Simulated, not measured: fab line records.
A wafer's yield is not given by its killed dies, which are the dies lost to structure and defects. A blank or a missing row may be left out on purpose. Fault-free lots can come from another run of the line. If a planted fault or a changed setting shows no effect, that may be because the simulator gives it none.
Comparing a struck lot with a sound one	flow sky130	15 steps out of a route of 708
Sound: these wafers, L555.1, L555.3, L555.4. The struck wafers were L567.3, L567.5, L567.6. The cause is named last.
Each step with rows lists, per side, the tool, then ch with its chambers, then its first start. Under that, the readings that differ: sound wafers	struck wafers	difference of the means	sigmas: that difference in standard deviations of wafers without a fault.
alike: readings with means less than 2 such deviations apart, plus words and numbers identical on both sides. not compared: withheld readings, readings lacking a value on some wafer, bounds such as >300 that could conceal the same value, and numbers that have no deviation in the record and whose values overlap.
A row with sigmas, a row that says differs or no value, or rows on one side alone: a step with any of these is where the two part. Non-overlapping numbers with no deviation appear without sigmas and do not part them. Lack of a reading on every wafer of one side parts them only where that side has two or more wafers.

first, 5 steps without rows for these wafers: SKY_SONOS_TUNNEL_COAT_02 (resist thk 1140 nm); SKY_SONOS_TUNNEL_SOFTBAKE_03 (time 60 s); SKY_SONOS_TUNNEL_EXPOSE_04 (exposes mask TUNM, target cd 410 nm); SKY_SONOS_TUNNEL_PEB_05; SKY_SONOS_TUNNEL_DEVELOP_06 (develop time 60 s).
SKY_SONOS_TUNNEL_CD_MEAS_07 targets a cd of 410 nm.
  sound: cdSem-01 at day 12 04:52; struck: cdSem-02 at day 16 03:01
reading	sound	struck	difference	sigmas
cdNm (nm)	410.5 409.2 410.0	405.2 402.5 403.8	-6.1	-3
SKY_SONOS_TUNNEL_OVL_MEAS_08:
  sound: overlay-01 at day 12 04:59; struck: overlay-02 at day 16 03:06
  alike: SONOS_TUNNEL_OVL
then, 3 steps without rows for these wafers: SKY_SONOS_TUNNEL_IMPLANT_09; SKY_SONOS_TUNNEL_WET_ETCH_10 (etches SiO2 in dHF, target depth 14 nm, time 280 s); SKY_SONOS_TUNNEL_STRIP_11 (strips in SPM, time 600 s).
SKY_SONOS_TUNNEL_TW_MEAS_12:
  sound: filmMetro-03 at day 12 05:26; struck: filmMetro-04 at day 16 03:33
  alike: SONOS_TUNNEL_TW
then, 1 step without rows for these wafers: SKY_SONOS_TUNNEL_CLEAN_13 (cleans in dHF, time 20 s).
SKY_SONOS_ONO_OXIDATION_00: stabilise 600 s, purge 300 s, target thk 2.6 nm.
  sound on furnace-02 ch 0, day 12 05:47; struck on furnace-02 ch 0, day 16 03:37
reading	sound	struck	difference	sigmas
spikeTcUpperC (C)	799.8 800.0 799.2	834.0 836.4 834.4	+35.3	+32
zonePowerCentrePct (%)	16.2 15.9 15.8	10.7 10.6 10.6	-5.3	-3
zonePowerTopPct (%)	27.9 27.5 28.2	21.2 21.1 21.3	-6.7	-13
zonePowerUpperPct (%)	13.4 13.6 13.8	24.5 24.1 24.1	+10.6	+8
  alike: zonePowerBottomPct
SKY_SONOS_ONO_THK_MEAS_01:
  sound: filmMetro-02 at day 12 07:08; struck: filmMetro-03 at day 16 04:59
  alike: SONOS_ONO_OXIDATION_THK
-- here the record skips 34 days between the struck wafers' starts before and after, leaving off in module SONOS_ONO and picking up in module PAD_OPEN (first step shown: number 708 of the route) --
SKY_PAD_OPEN_PROBE_99:
  sound: prober-01 at day 46 14:04; struck: prober-02 at day 49 23:17
  alike: killed_at_M0_to_M3, killed_at_M4_up, killedAtContacts, killedAtFrontEnd, killedAtOther, killedDies, killedOnRim, killedOpen, killedShort

== WHERE THEY PART ==
First at SKY_SONOS_TUNNEL_CD_MEAS_07; last, within this record, at SKY_SONOS_ONO_OXIDATION_00. Later steps at which nothing parts them and some readings are alike: SKY_SONOS_ONO_THK_MEAS_01, SKY_PAD_OPEN_PROBE_99.

WHY: what the simulator had put in
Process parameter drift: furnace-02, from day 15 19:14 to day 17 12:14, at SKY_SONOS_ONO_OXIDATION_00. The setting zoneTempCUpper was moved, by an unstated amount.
